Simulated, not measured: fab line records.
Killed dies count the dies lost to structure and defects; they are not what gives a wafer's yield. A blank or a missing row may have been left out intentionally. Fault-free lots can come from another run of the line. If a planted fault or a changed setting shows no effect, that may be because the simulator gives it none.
A lot that was struck, set against a sound lot | flow sky130 | 15 steps out of a route of 708
Sound: the wafers L931.2, L931.4, L931.6. Wafers struck: L940.1, L940.3, L940.5. At the end, the cause is stated.
Per side, at each step with rows, come the tool, then ch with its chambers, and then its first start. Under that, the readings that differ: sound wafers | struck wafers | difference of the means | sigmas: that difference in standard deviations of wafers without a fault.
alike: readings with means less than 2 such deviations apart, plus words and numbers identical on both sides. not compared: withheld readings, readings lacking a value on some wafer, bounds such as >300 that could conceal the same value, and numbers that have no deviation in the record and whose values overlap.
A row with sigmas, a row that says differs or no value, or rows on one side alone: a step with any of these is where the two part. Numbers that don't overlap but have no deviation are shown without sigmas and don't part them. Lack of a reading on every wafer of one side parts them only where that side has two or more wafers.

first, 7 steps without rows for these wafers: SKY_PAD_OPEN_DEHYDRATE_00 (time 60 s); SKY_PAD_OPEN_HMDS_01 (prime time 60 s); SKY_PAD_OPEN_COAT_02 (resist thk 3000 nm); SKY_PAD_OPEN_SOFTBAKE_03; SKY_PAD_OPEN_EXPOSE_04 (exposes mask PDM, target cd 60000 nm); SKY_PAD_OPEN_PEB_05; SKY_PAD_OPEN_DEVELOP_06 (develop time 60 s).
SKY_PAD_OPEN_ETCH_07: etches the open film in CF4/O2, stops on AlCu, target depth 725 nm, time 161.1 s.
  sound on rie-diel-04 ch 0,2,3, day 48 11:50; struck on rie-diel-03 ch 1,2, day 50 00:47
  alike: drypump-motor-current-A, oes-product-au, throttle-valve-pct
  not compared: rf-hours-counter-h
SKY_PAD_OPEN_STRIP_08: strips in O2/N2.
  sound on plasma-asher-02 ch 0,1, day 48 11:57; struck on plasma-asher-02 ch 0,1, day 50 00:54
  alike: drypump-motor-current-A, oes-product-au, strip-time-to-endpoint-s
  not compared: rf-hours-counter-h
then, 3 steps without rows for these wafers: SKY_PAD_OPEN_STRIP_09 (strips in post etch residue remover, time 1200 s); SKY_PAD_OPEN_CLEAN_10 (cleans in IPA, time 180 s); SKY_PAD_OPEN_CLEAN_11 (cleans in O3/DIW).
SKY_PAD_OPEN_ANNEAL_12:
  sound on furnace-02 ch 0, day 48 12:33; struck on furnace-01 ch 0, day 50 03:32
  reading                  | sound             | struck            | difference | sigmas
  spike-tc-bottom-C (C)    | 424.7 425.1 427.9 | 387.5 390.6 386.2 | -37.8      | -34
  spike-tc-centre-C (C)    | 401.7 401.2 399.7 | 365.6 364.2 363.7 | -36.4      | -39
  spike-tc-lower-C (C)     | 400.5 399.5 401.4 | 362.0 362.4 359.2 | -39.3      | -36
  spike-tc-top-C (C)       | 428.3 429.0 428.4 | 393.0 392.8 391.5 | -36.1      | -33
  spike-tc-upper-C (C)     | 399.4 399.9 399.2 | 359.4 360.2 360.1 | -39.6      | -33
  zone-power-top-pct (%)   | 9.62 9.69 9.42    | 8.27 8.12 8.30    | -1.35      | -8
  zone-power-upper-pct (%) | 4.56 4.50 4.57    | 3.77 3.78 3.70    | -0.79      | -7
SKY_PAD_OPEN_BOW_MEAS_13:
  struck on film-metro-03, day 50 05:02; sound on film-metro-04, day 48 14:04
  alike: PAD_OPEN_BOW
SKY_PAD_OPEN_PROBE_99:
  struck on prober-01, day 50 05:09; sound on prober-01, day 48 14:13
  reading                                          | sound                | struck               | difference | sigmas
  model.etest.diode-ndiff-fingers.leak-log10-a-cm2 | -6.681 -6.926 -6.697 | -6.215 -6.184 -6.17  | +0.578     |
  model.etest.diode-pdiff-fingers.leak-log10-a-cm2 | -6.887 -6.422 -6.577 | -6.137 -6.039 -6.255 | +0.485     |
  model.etest.nfet_01v8_swapped.off-log10-a-um     | -13.49 -13.39 -13.37 | -13 -13.22 -13.15    | +0         |
  alike: defect-limited-yield, killed_at_M0_to_M3, killed_at_M4_up, killed-at-contacts, killed-at-front-end, killed-at-other, killed-dies, killed-open, killed-short, sort_bin_3_pad_short, sort_bin_5_function, sort_bin_6_memory, sort-n-pass, sort-yield-pct
  not compared: model.etest.nfet_01v8.off-log10-a-um, model.etest.nfet_01v8_turned.off-log10-a-um, model.etest.nfet-g5v0d10v5.off-log10-a-um

## WHERE THEY PART
At SKY_PAD_OPEN_ANNEAL_12 and nowhere else, as far as this record goes. Later steps at which nothing parts them and some readings are alike: SKY_PAD_OPEN_BOW_MEAS_13, SKY_PAD_OPEN_PROBE_99.

WHY: whatever the simulator had introduced
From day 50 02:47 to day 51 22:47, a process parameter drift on furnace-01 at SKY_PAD_OPEN_ANNEAL_12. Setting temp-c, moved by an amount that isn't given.
